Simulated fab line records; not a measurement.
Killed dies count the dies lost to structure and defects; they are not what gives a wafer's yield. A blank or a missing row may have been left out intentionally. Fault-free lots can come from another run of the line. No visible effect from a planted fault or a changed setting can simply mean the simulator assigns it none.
Matching of chambers || flow sky130 || SKY_FIELD_ISO_CMP_27 on cmp-02: 4 sister chambers
The step polishes, stops on Si3N4, t overpolish 16 s, target thk 457.8 nm. 14 wafers are shown with their chamber, then 7 later ones without.

WAFERS PAIRED WITH THEIR CHAMBERS
{"wafer": "L594.2", "chamber": 2, "motor-current-A (A)": 13.9, "time-to-endpoint-s (s)": 105, "overpolish-run-s (s)": 15.992}
{"wafer": "L594.3", "chamber": 0, "motor-current-A (A)": 10.7, "time-to-endpoint-s (s)": 115, "overpolish-run-s (s)": 15.995}
{"wafer": "L594.6", "chamber": 2, "motor-current-A (A)": 14.5, "time-to-endpoint-s (s)": 106, "overpolish-run-s (s)": 15.995}
{"wafer": "L597.1", "chamber": 0, "motor-current-A (A)": 11.9, "time-to-endpoint-s (s)": 122, "overpolish-run-s (s)": 16.005}
{"wafer": "L597.4", "chamber": 1, "motor-current-A (A)": 11.2, "time-to-endpoint-s (s)": 108, "overpolish-run-s (s)": 15.997}
{"wafer": "L597.6", "chamber": 0, "motor-current-A (A)": 11.9, "time-to-endpoint-s (s)": 122, "overpolish-run-s (s)": 15.996}
{"wafer": "L598.1", "chamber": 1, "motor-current-A (A)": 11.8, "time-to-endpoint-s (s)": 104, "overpolish-run-s (s)": 16.017}
{"wafer": "L598.4", "chamber": 2, "motor-current-A (A)": 14.6, "time-to-endpoint-s (s)": 109, "overpolish-run-s (s)": 16.000}
{"wafer": "L598.6", "chamber": 1, "motor-current-A (A)": 11.8, "time-to-endpoint-s (s)": 105, "overpolish-run-s (s)": 16.003}
{"wafer": "L612.1", "chamber": 0, "motor-current-A (A)": 11.2, "time-to-endpoint-s (s)": 117, "overpolish-run-s (s)": 16.005}
{"wafer": "L612.3", "chamber": 3, "motor-current-A (A)": 14.6, "time-to-endpoint-s (s)": 111, "overpolish-run-s (s)": 16.001}
{"wafer": "L612.5", "chamber": 0, "motor-current-A (A)": 11.5, "time-to-endpoint-s (s)": 116, "overpolish-run-s (s)": 15.993}
{"wafer": "L614.1", "chamber": 3, "motor-current-A (A)": 13.6, "time-to-endpoint-s (s)": 112, "overpolish-run-s (s)": 15.991}
{"wafer": "L614.3", "chamber": 0, "motor-current-A (A)": 11.0, "time-to-endpoint-s (s)": 118, "overpolish-run-s (s)": 16.008}

SIGNATURES (means of the wafers above)
{"reading": "motor-current-A", "chamber 0": 11.367, "chamber 1": 11.600, "chamber 2": 14.333, "chamber 3": 14.100, "scatter within a chamber": 0.471}
{"reading": "time-to-endpoint-s", "chamber 0": 118.33, "chamber 1": 105.67, "chamber 2": 106.67, "chamber 3": 111.50, "scatter within a chamber": 2.51}
{"reading": "overpolish-run-s", "chamber 0": 16.00033, "chamber 1": 16.00567, "chamber 2": 15.99567, "chamber 3": 15.99600, "scatter within a chamber": 0.00705}
Rule: a wafer lies at a distance from a chamber equal to the root of the sum of squares, over the readings, of (its reading less the chamber's mean, divided by the reading's scatter). The wafer belongs to the nearest chamber; if the next one is less than 2 further off, it can't be placed. The scatter: take each reading less its chamber's mean, square it, sum over the shown wafers, divide by the number of wafers less the number of chambers, and take the root.

WAFERS MISSING THEIR CHAMBER
{"wafer": "L614.6", "motor-current-A (A)": 11.7, "time-to-endpoint-s (s)": 104, "overpolish-run-s (s)": 16.018}
{"wafer": "L615.1", "motor-current-A (A)": 14.2, "time-to-endpoint-s (s)": 114, "overpolish-run-s (s)": 15.998}
{"wafer": "L615.3", "motor-current-A (A)": 11.4, "time-to-endpoint-s (s)": 124, "overpolish-run-s (s)": 15.992}
{"wafer": "L615.4", "motor-current-A (A)": 13.5, "time-to-endpoint-s (s)": 119, "overpolish-run-s (s)": 15.990}
{"wafer": "L616.1", "motor-current-A (A)": 14.6, "time-to-endpoint-s (s)": 110, "overpolish-run-s (s)": 15.985}
{"wafer": "L616.3", "motor-current-A (A)": 11.9, "time-to-endpoint-s (s)": 118, "overpolish-run-s (s)": 16.005}
{"wafer": "L616.4", "motor-current-A (A)": 13.3, "time-to-endpoint-s (s)": 114, "overpolish-run-s (s)": 16.014}

WHICH CHAMBER EACH WENT THROUGH
{"wafer": "L614.6", "from the rows above": 1, "in truth": 1}
{"wafer": "L615.1", "from the rows above": "can't be placed: 3 or 2", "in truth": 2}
{"wafer": "L615.3", "from the rows above": 0, "in truth": 0}
{"wafer": "L615.4", "from the rows above": "can't be placed: 3 or 0 or 2", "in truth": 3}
{"wafer": "L616.1", "from the rows above": "can't be placed: 3 or 2", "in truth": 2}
{"wafer": "L616.3", "from the rows above": 0, "in truth": 0}
{"wafer": "L616.4", "from the rows above": "can't be placed: 3 or 2 or 0 or 1", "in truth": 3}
Correct placement for 3 of the 7. From these rows, 4 cannot be placed; in 4 the true chamber is one of the candidates. Placed wrongly: 0.
